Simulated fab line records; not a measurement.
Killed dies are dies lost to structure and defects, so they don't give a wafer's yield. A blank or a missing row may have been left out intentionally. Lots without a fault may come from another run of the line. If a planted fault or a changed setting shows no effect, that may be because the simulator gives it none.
Which tool was responsible? ; flow sky130 ; 14 lots with 42 wafers sampled at 4 steps, on a route of 708 steps

WHAT EACH GAUGE READ, for each wafer
SKY_SONOS_ONO_THK_MEAS_01. Usual: for SONOS_ONO_OXIDATION_THK the level is 2.59 nm and the standard deviation is 0.056.
lot;measured;on;SONOS_ONO_OXIDATION_THK (nm);flag
L350;day 11 22:56;film_metro-01;2.55 2.60 2.64;
L349;day 12 00:18;film_metro-01;2.74 2.73 2.72;
L351;day 12 05:54;film_metro-04;2.59 2.58 2.66;
L352;day 12 05:55;film_metro-03;2.61 2.67 2.70;
L353;day 12 12:41;film_metro-04;2.68 2.64 2.64;
L354;day 12 22:13;film_metro-04;2.60 2.53 2.53;
L355;day 13 12:35;film_metro-04;2.51 2.47 2.47;
L356;day 13 23:08;film_metro-01;2.48 2.56 2.58;
L359;day 14 23:02;film_metro-04;2.60 2.56 2.66;
L367;day 17 11:19;film_metro-04;2.59 2.65 2.56;
L368;day 17 20:10;film_metro-04;2.55 2.62 2.55;
L370;day 18 04:05;film_metro-04;2.63 2.54 2.66;
L371;day 18 12:11;film_metro-03;2.58 2.61 2.58;
L372;day 18 23:30;film_metro-01;2.48 2.54 2.60;

SKY_SONOS_ONO_CD_MEAS_13: target cd 410 nm. Usual: cd_nm at 410.3 nm, with a standard deviation of 1.9.
lot;measured;on;cd_nm (nm);flag
L350;day 13 03:24;cd_sem-02;413.3 414.5 411.2;
L349;day 13 04:13;cd_sem-02;413.6 410.9 411.0;
L351;day 13 09:21;cd_sem-02;411.2 409.4 410.7;
L352;day 13 09:28;cd_sem-01;411.2 409.9 409.0;
L353;day 13 17:02;cd_sem-02;410.0 411.4 407.9;
L354;day 14 03:33;cd_sem-02;412.9 413.4 413.4;
L355;day 14 17:16;cd_sem-01;408.9 409.1 409.5;
L356;day 15 03:05;cd_sem-02;407.2 408.7 406.9;
L359;day 16 04:51;cd_sem-02;411.2 413.4 410.0;
L367;day 18 18:51;cd_sem-02;409.4 409.1 412.3;
L368;day 19 05:29;cd_sem-01;412.4 412.6 412.1;
L370;day 19 12:52;cd_sem-02;410.1 409.7 407.8;
L371;day 20 07:11;cd_sem-01;408.9 410.6 409.5;
L372;day 20 11:32;cd_sem-02;411.6 411.0 410.2;

SKY_POLY_GATE_THK_MEAS_01. Usual: for POLY_GATE_CVD_00_THK the level is 180.5 nm and the standard deviation is 1.7.
lot;measured;on;POLY_GATE_CVD_00_THK (nm);flag
L350;day 14 11:13;film_metro-01;179.0 179.5 179.5;
L349;day 14 12:46;film_metro-01;180.9 181.0 181.4;
L351;day 14 17:16;film_metro-03;181.5 178.7 180.9;
L352;day 14 20:13;film_metro-01;178.9 178.1 178.3;
L353;day 15 00:40;film_metro-01;178.8 180.1 180.3;
L354;day 15 12:47;film_metro-02;179.9 181.5 180.0;
L355;day 16 01:26;film_metro-01;182.2 182.2 183.0;
L356;day 16 14:46;film_metro-02;180.2 180.6 179.7;
L359;day 17 16:55;film_metro-01;180.5 179.1 180.1;
L367;day 20 07:02;film_metro-02;177.1 178.8 177.0;
L368;day 20 19:09;film_metro-01;181.1 181.5 179.5;
L370;day 21 02:27;film_metro-02;178.8 180.2 181.2;
L371;day 21 20:47;film_metro-01;180.0 178.4 179.1;
L372;day 22 00:59;film_metro-01;179.8 179.6 180.0;

EACH LOT AND THE TOOL THAT RAN IT (in order: tool; ch and the chambers of the sampled wafers; start)
lot;SKY_GATE_OXIDE_IMPLANT_11
L350;implanter-04 ch 0, day 14 07:47
L349;implanter-03 ch 0, day 14 08:24
L351;implanter-03 ch 0, day 14 12:41
L352;implanter-04 ch 0, day 14 14:07
L353;implanter-03 ch 0, day 14 20:03
L354;implanter-03 ch 0, day 15 08:26
L355;implanter-03 ch 0, day 15 22:14
L356;implanter-04 ch 0, day 16 09:58
L359;implanter-03 ch 0, day 17 12:13
L367;implanter-04 ch 0, day 20 03:52
L368;implanter-04 ch 0, day 20 15:06
L370;implanter-03 ch 0, day 20 23:14
L371;implanter-03 ch 0, day 21 16:59
L372;implanter-02 ch 0, day 21 20:51
- SKY_GATE_OXIDE_IMPLANT_11

AS READ BY THE TOOLS THEMSELVES (means over the sampled wafers that have a number; for cases with no such wafer, the mark the record gives instead)
SKY_GATE_OXIDE_IMPLANT_11. Usual: dose_ions_cm2 2.6e+12, standard deviation 3e+09; faraday_current_uA 14.6, standard deviation 0.31.
lot;tool;dose_ions_cm2;faraday_current_uA;flag
L350;implanter-04;2.6e+12;14.5;
L349;implanter-03;2.6e+12;14.6;
L351;implanter-03;2.6e+12;14.4;
L352;implanter-04;2.6e+12;14.6;
L353;implanter-03;2.6e+12;14.7;
L354;implanter-03;2.6e+12;14.6;
L355;implanter-03;2.6e+12;15.0;
L356;implanter-04;2.6e+12;14.5;
L359;implanter-03;2.6e+12;14.6;
L367;implanter-04;2.7e+12;14.7;OFF
L368;implanter-04;2.7e+12;15.3;OFF
L370;implanter-03;2.6e+12;14.7;
L371;implanter-03;2.6e+12;14.8;
L372;implanter-02;2.6e+12;14.9;

THE ANSWER, worked out from the rows above alone
Rule: lot off if the mean of its wafers having a number is beyond 3 standard deviations from the usual mean. Also off: a lot with no number at a reading for which 4 or more lots have one. The other lots that the step has rows for count as sound. First the gauges in route order, then the tools' own readings, where a lot's mean is used as printed above. At the first step where some lot is off, the reading lying furthest off is the one used; lots without a number count as furthest.
Off: L367, L368 (SKY_GATE_OXIDE_IMPLANT_11, dose_ions_cm2).
A tool fits if, at that step or a process step before it, it ran every lot that is off, and no sound lot after the first of them. One candidate fits, namely implanter-04 at SKY_GATE_OXIDE_IMPLANT_11. A fault onset in the window from L356 (day 16 09:58, its last sound lot) to L367 (day 20 03:52, its first lot off) fits.
The tool's own readings at SKY_GATE_OXIDE_IMPLANT_11 bear it out: on the lots that are off they differ by more than 5 times the standard deviation of the sound lots' means. dose_ions_cm2 reads 2.7e+12 there against 2.6e+12 on the sound lots.

WHAT HAD BEEN PUT IN BY THE SIMULATOR
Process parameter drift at SKY_GATE_OXIDE_IMPLANT_11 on implanter-04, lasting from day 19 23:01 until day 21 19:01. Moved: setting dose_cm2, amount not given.
Shown lots that were struck: L367, L368. Same finding as the rule above.
